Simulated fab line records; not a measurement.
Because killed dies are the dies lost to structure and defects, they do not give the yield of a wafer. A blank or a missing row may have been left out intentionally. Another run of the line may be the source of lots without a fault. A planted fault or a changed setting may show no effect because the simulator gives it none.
fab line records	flow gf180mcu
record lots=14	wafers=42	last-day=34
route steps=602 shown STI@1 LVPWELL@61 MVPSD@87
lots untouched by any fault: they come from a run of this same line in which no faults occurred
start-h: start of the lot's first displayed wafer, in hours after the record's first day	wait-h: time in hours since the lot's previous step	" unchanged from the row above	L1.1+2: a row that stands for several wafers	- no value present, or no start provided	* or withheld: withheld	< > ~ a bound
route shown NAME@n: NAME is a module with steps in the file, n the number in the route of the first one	usual: average and standard deviation across the fault-free wafers	same: alike in all rows	chamber/n: place in a boat	sites: each site's reading	_std_site: standard deviation across them	_edge_site: the outer-site mean with the inner-site mean subtracted	radius-mm: how far each site lies from the wafer's centre	mask NAME#n: copy n	behind: the last tool/chamber to shape the wafer	hold: why the lot was held/for how many hours/how that ended	device: names the non-switching transistor (n, p or np)	end of line: the route-end tests of the same wafers	a step without rows: its recipe alone	killed: the dies lost at the first sort to structure and to defects; this is not the yield of the wafer	map: shows each die of a wafer: x if killed, . if not, _ if none is there
set.NAME: the setting as run; set.NAME@STEP: as run at that earlier step	model.NAME: the simulator's own value behind a step, which no gauge read
one table for each step of the route and one row for each wafer, over a sample of lots
services: from which hour (start-h, from the record's first day; less than 0 if before it) a tool's chamber was out of use, for how many hours, and why
## steps
# step GF_STI_BOW_MEAS_00
# recipe mode=bow
# usual INCOMING_BOW=0/6.2
lot.wafer	tool	chamber	start-h	wait-h	INCOMING_BOW[um]
L918.1	film-metro-04	-	10.00	-	-17
L918.3	"	-	"	"	0
L918.4	"	-	"	"	-2
L922.1	film-metro-02	-	30.00	-	-7
L922.4	"	-	"	"	5
L922.5	"	-	"	"	12
L923.2	film-metro-02	-	35.02	-	-1
L923.4	"	-	"	"	3
L923.5	"	-	"	"	-5
L924.1	film-metro-03	-	40.00	-	-7
L924.4	"	-	"	"	-2
L924.5	"	-	"	"	-2
L925.1	film-metro-03	-	45.00	-	-8
L925.2	"	-	"	"	-3
L925.6	"	-	"	"	10
L927.1	film-metro-02	-	55.00	-	7
L927.5	"	-	"	"	2
L927.6	"	-	"	"	6
L930.3	film-metro-02	-	70.04	-	-7
L930.5	"	-	"	"	5
L930.6	"	-	"	"	1
L934.1	film-metro-03	-	90.00	-	-4
L934.4	"	-	"	"	-2
L934.6	"	-	"	"	4
L935.1	film-metro-04	-	95.00	-	-9
L935.2	"	-	"	"	17
L935.3	"	-	"	"	8
L937.2	film-metro-03	-	105.02	-	5
L937.4	"	-	"	"	5
L937.5	"	-	"	"	2
L938.1	film-metro-02	-	110.00	-	-4
L938.2	"	-	"	"	-4
L938.6	"	-	"	"	-8
L939.1	film-metro-03	-	115.00	-	18
L939.4	"	-	"	"	8
L939.5	"	-	"	"	-10
L940.1	film-metro-02	-	120.00	-	8
L940.4	"	-	"	"	8
L940.5	"	-	"	"	4
L941.1	film-metro-02	-	125.00	-	-3
L941.2	"	-	"	"	1
L941.5	"	-	"	"	-4
# step GF_STI_CD_MEAS_12
# recipe target-cd-nm=220
# usual cd-nm=219.5/1.2
lot.wafer	tool	chamber	start-h	wait-h	cd-nm
L918.1	cd-sem-02	-	24.85	0.1	220.0
L918.3	"	-	"	"	219.3
L918.4	"	-	"	"	220.7
L922.1	cd-sem-01	-	46.25	0.1	218.5
L922.4	"	-	"	"	217.5
L922.5	"	-	"	"	218.3
L923.2	cd-sem-02	-	50.77	0.1	219.8
L923.4	"	-	"	"	219.5
L923.5	"	-	"	"	220.4
L924.1	cd-sem-01	-	56.97	0.1	219.9
L924.4	"	-	"	"	220.0
L924.5	"	-	"	"	219.8
L925.1	cd-sem-01	-	62.73	0.1	222.8
L925.2	"	-	"	"	220.7
L925.6	"	-	"	"	222.7
L927.1	cd-sem-02	-	71.20	0.1	219.2
L927.5	"	-	"	"	221.0
L927.6	"	-	"	"	219.0
L930.3	cd-sem-02	-	86.91	0.1	220.5
L930.5	"	-	"	"	219.6
L930.6	"	-	"	"	219.4
L934.1	cd-sem-02	-	107.48	0.1	219.9
L934.4	"	-	"	"	222.2
L934.6	"	-	"	"	220.9
L935.1	cd-sem-02	-	113.10	0.1	219.8
L935.2	"	-	"	"	218.7
L935.3	"	-	"	"	217.7
L937.2	cd-sem-01	-	123.75	0.1	218.5
L937.4	"	-	"	"	217.9
L937.5	"	-	"	"	217.9
L938.1	cd-sem-02	-	128.38	0.1	219.0
L938.2	"	-	"	"	219.1
L938.6	"	-	"	"	219.5
L939.1	cd-sem-02	-	134.13	0.1	218.7
L939.4	"	-	"	"	218.2
L939.5	"	-	"	"	219.3
L940.1	cd-sem-01	-	138.43	0.1	219.5
L940.4	"	-	"	"	219.6
L940.5	"	-	"	"	220.3
L941.1	cd-sem-01	-	146.20	0.1	217.2
L941.2	"	-	"	"	217.1
L941.5	"	-	"	"	217.0
# step GF_LVPWELL_OVL_MEAS_07
# usual LVPWELL_OVL=0.1/1.1
lot.wafer	tool	chamber	start-h	wait-h	LVPWELL_OVL[nm]
L918.1	overlay-02	-	68.87	-	0.8
L918.3	"	-	"	"	0.3
L918.4	"	-	"	"	1.3
L922.1	overlay-02	-	91.43	-	-0.6
L922.4	"	-	"	"	1.9
L922.5	"	-	"	"	-0.2
L923.2	overlay-02	-	96.35	-	-1.8
L923.4	"	-	"	"	-0.1
L923.5	"	-	"	"	-1.0
L924.1	overlay-01	-	103.27	-	-0.2
L924.4	"	-	"	"	0.0
L924.5	"	-	"	"	0.5
L925.1	overlay-02	-	111.25	-	1.0
L925.2	"	-	"	"	1.5
L925.6	"	-	"	"	0.4
L927.1	overlay-01	-	119.12	-	1.0
L927.5	"	-	"	"	-1.0
L927.6	"	-	"	"	-1.2
L930.3	overlay-02	-	134.84	-	1.1
L930.5	"	-	"	"	0.1
L930.6	"	-	"	"	0.4
L934.1	overlay-02	-	159.62	-	1.1
L934.4	"	-	"	"	-0.1
L934.6	"	-	"	"	-0.6
L935.1	overlay-02	-	163.92	-	0.9
L935.2	"	-	"	"	0.5
L935.3	"	-	"	"	1.1
L937.2	overlay-02	-	175.92	-	0.7
L937.4	"	-	"	"	-0.6
L937.5	"	-	"	"	0.0
L938.1	overlay-01	-	180.55	-	0.2
L938.2	"	-	"	"	-2.3
L938.6	"	-	"	"	-1.3
L939.1	overlay-02	-	186.90	-	0.6
L939.4	"	-	"	"	0.3
L939.5	"	-	"	"	1.2
L940.1	overlay-01	-	191.62	-	0.1
L940.4	"	-	"	"	1.4
L940.5	"	-	"	"	-1.4
L941.1	overlay-01	-	200.32	-	-2.3
L941.2	"	-	"	"	-2.2
L941.5	"	-	"	"	-1.1
# step GF_MVPSD_IMPLANT_09
# recipe species=B	energy-kev=40	dose-cm2=5e+12	tilt-deg=0
# usual beam-energy-keV=40.003/0.012	beam-on-s=10.01/0.2	faraday-current-uA=28.2/0.56
lot.wafer	tool	chamber	start-h	wait-h	beam-energy-keV	beam-on-s	faraday-current-uA
L918.1	implanter-04	0	97.31	0.1	40.014	9.74	29.0
L918.3	"	0	"	"	39.994	10.05	28.1
L918.4	"	0	"	"	39.998	9.98	28.3
L922.1	implanter-04	0	121.05	0.1	39.998	10.44	27.0
L922.4	"	0	"	"	39.996	10.48	26.8
L922.5	"	0	"	"	39.989	9.78	28.7
L923.2	implanter-01	0	125.94	0.1	40.000	10.15	27.8
L923.4	"	0	"	"	40.021	9.79	28.9
L923.5	"	0	"	"	40.001	10.11	27.9
L924.1	implanter-01	0	133.15	0.1	39.999	10.19	27.8
L924.4	"	0	"	"	39.996	10.24	27.6
L924.5	"	0	"	"	40.000	9.76	29.0
L925.1	implanter-01	0	141.86	0.1	39.990	9.66	29.1
L925.2	"	0	"	"	39.993	10.02	28.2
L925.6	"	0	"	"	39.991	10.24	27.6
L927.1	implanter-04	0	150.41	0.1	40.004	10.24	27.6
L927.5	"	0	"	"	39.987	9.99	28.1
L927.6	"	0	"	"	39.996	9.97	28.4
L930.3	implanter-03	0	167.95	0.1	40.009	9.93	28.3
L930.5	"	0	"	"	40.009	9.96	28.3
L930.6	"	0	"	"	40.001	9.98	28.4
L934.1	implanter-03	-	193.36	0.1	-	-	-
L934.4	"	-	"	"	-	-	-
L934.6	"	-	"	"	-	-	-
L935.1	implanter-04	-	197.36	0.1	-	-	-
L935.2	"	-	"	"	-	-	-
L935.3	"	-	"	"	-	-	-
L937.2	implanter-03	0	211.03	0.1	39.995	10.18	27.7
L937.4	"	0	"	"	39.994	10.23	27.5
L937.5	"	0	"	"	40.027	10.04	28.2
L938.1	implanter-01	0	215.91	0.1	40.001	10.03	28.1
L938.2	"	0	"	"	40.010	10.16	27.8
L938.6	"	0	"	"	40.015	10.16	27.7
L939.1	implanter-01	0	222.21	0.1	40.016	9.54	29.5
L939.4	"	0	"	"	39.996	10.05	27.9
L939.5	"	0	"	"	39.999	10.00	28.3
L940.1	implanter-03	0	227.11	0.1	40.009	10.01	28.2
L940.4	"	0	"	"	40.007	9.96	28.2
L940.5	"	0	"	"	40.015	10.01	28.2
L941.1	implanter-01	0	236.05	0.1	39.994	9.93	28.4
L941.2	"	0	"	"	39.997	9.87	28.4
L941.5	"	0	"	"	40.009	9.80	28.9
# step GF_MVPSD_TW_MEAS_11
# usual MVPSD_TW=556/6.6
lot.wafer	tool	chamber	start-h	wait-h	MVPSD_TW
L918.1	film-metro-03	-	97.56	0.1	545
L918.3	"	-	"	"	542
L918.4	"	-	"	"	548
L922.1	film-metro-01	-	121.30	0.1	564
L922.4	"	-	"	"	565
L922.5	"	-	"	"	560
L923.2	film-metro-01	-	126.17	0.1	568
L923.4	"	-	"	"	568
L923.5	"	-	"	"	565
L924.1	film-metro-04	-	133.40	0.1	553
L924.4	"	-	"	"	552
L924.5	"	-	"	"	554
L925.1	film-metro-04	-	142.11	0.1	556
L925.2	"	-	"	"	558
L925.6	"	-	"	"	556
L927.1	film-metro-01	-	150.66	0.1	563
L927.5	"	-	"	"	563
L927.6	"	-	"	"	563
L930.3	film-metro-01	-	168.17	0.1	563
L930.5	"	-	"	"	561
L930.6	"	-	"	"	562
L934.1	film-metro-01	-	193.61	0.1	529
L934.4	"	-	"	"	531
L934.6	"	-	"	"	531
L935.1	film-metro-04	-	197.61	0.1	525
L935.2	"	-	"	"	526
L935.3	"	-	"	"	523
L937.2	film-metro-04	-	211.26	0.1	553
L937.4	"	-	"	"	552
L937.5	"	-	"	"	552
L938.1	film-metro-03	-	216.16	0.1	547
L938.2	"	-	"	"	543
L938.6	"	-	"	"	546
L939.1	film-metro-04	-	222.46	0.1	552
L939.4	"	-	"	"	552
L939.5	"	-	"	"	549
L940.1	film-metro-01	-	227.36	0.1	562
L940.4	"	-	"	"	561
L940.5	"	-	"	"	561
L941.1	film-metro-03	-	236.30	0.1	550
L941.2	"	-	"	"	550
L941.5	"	-	"	"	549
# step GF_VT_IMPLANT_RS_MEAS_49
# recipe thk-meas-gauge=four-point-probe
# usual MVPSD_RS=1169.1/2.7
lot.wafer	tool	chamber	start-h	wait-h	MVPSD_RS[ohm/sq]
L918.1	film-metro-01	-	159.13	0.1	1168.4
L918.3	"	-	"	"	1170.6
L918.4	"	-	"	"	1168.4
L922.1	film-metro-01	-	185.00	0.1	1172.7
L922.4	"	-	"	"	1172.5
L922.5	"	-	"	"	1171.5
L923.2	film-metro-01	-	190.32	0.1	1163.9
L923.4	"	-	"	"	1162.3
L923.5	"	-	"	"	1165.7
L924.1	film-metro-03	-	199.29	0.1	1168.5
L924.4	"	-	"	"	1167.7
L924.5	"	-	"	"	1166.9
L925.1	film-metro-01	-	208.91	0.1	1171.5
L925.2	"	-	"	"	1170.7
L925.6	"	-	"	"	1165.7
L927.1	film-metro-03	-	218.01	0.1	1167.7
L927.5	"	-	"	"	1167.2
L927.6	"	-	"	"	1168.5
L930.3	film-metro-03	-	237.18	0.1	1171.1
L930.5	"	-	"	"	1172.3
L930.6	"	-	"	"	1169.9
L934.1	film-metro-04	-	265.60	0.1	1529.1
L934.4	"	-	"	"	1531.6
L934.6	"	-	"	"	1535.3
L935.1	film-metro-04	-	268.80	0.1	1537.3
L935.2	"	-	"	"	1538.3
L935.3	"	-	"	"	1535.5
L937.2	film-metro-03	-	284.76	0.1	1166.0
L937.4	"	-	"	"	1169.9
L937.5	"	-	"	"	1169.2
L938.1	film-metro-04	-	290.64	0.1	1172.0
L938.2	"	-	"	"	1172.6
L938.6	"	-	"	"	1172.7
L939.1	film-metro-04	-	298.40	0.1	1168.3
L939.4	"	-	"	"	1166.2
L939.5	"	-	"	"	1169.4
L940.1	film-metro-04	-	304.23	0.1	1170.2
L940.4	"	-	"	"	1170.2
L940.5	"	-	"	"	1169.7
L941.1	film-metro-03	-	315.24	0.1	1172.5
L941.2	"	-	"	"	1170.9
L941.5	"	-	"	"	1170.8
## services
tool	chamber	start-h	hours	kind
implanter-01	-	111.13	2.1	repair
implanter-03	-	116.77	2.6	pm
implanter-04	-	139.20	10.0	repair
implanter-04	-	200.04	3.6	repair
implanter-04	-	222.35	1.9	repair
implanter-01	-	233.06	2.4	pm
## key
first-sign step=GF_MVPSD_IMPLANT_09	reading=tool-record	direction=missing
effect step=GF_MVPSD_TW_MEAS_11	reading=MVPSD_TW	direction=down	sigmas=4.3	usual=556	struck=527
effect step=GF_VT_IMPLANT_RS_MEAS_49	reading=MVPSD_RS	direction=up	sigmas=99+	usual=1169.1	struck=1534.5
met-at GF_MVPSD_IMPLANT_09
struck-lots L934,L935
later-rows-left-out L934.1,L934.4,L934.6,L935.1,L935.2,L935.3
sort-left-out L934.1,L934.4,L934.6,L935.1,L935.2,L935.3
tester-left-out L934,L935
not-acting-at GF_STI_BOW_MEAS_00,GF_STI_CD_MEAS_12,GF_LVPWELL_OVL_MEAS_07
onset-between 167.95 193.36
fault kind=skipped-step-whole	tool=implanter-03,implanter-04	chamber=-	onset-h=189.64	steps=GF_MVPSD_IMPLANT_09	scope=struck-lots-only
# tester-left-out: of these lots the tester's yield and bins aren't shown, on N5 and GAA mostly nor the transistor test; their killed dies are dies lost to structure and defects alone, not to doping, threshold or leakage, so they don't give the yield
# sort-left-out: the simulated sort isn't trusted on such a fault, so these wafers' sort isn't shown, and their yield isn't known
# later-rows-left-out: the simulator's readings of these wafers behind a module that went badly wrong aren't trusted and aren't shown, but for the sort
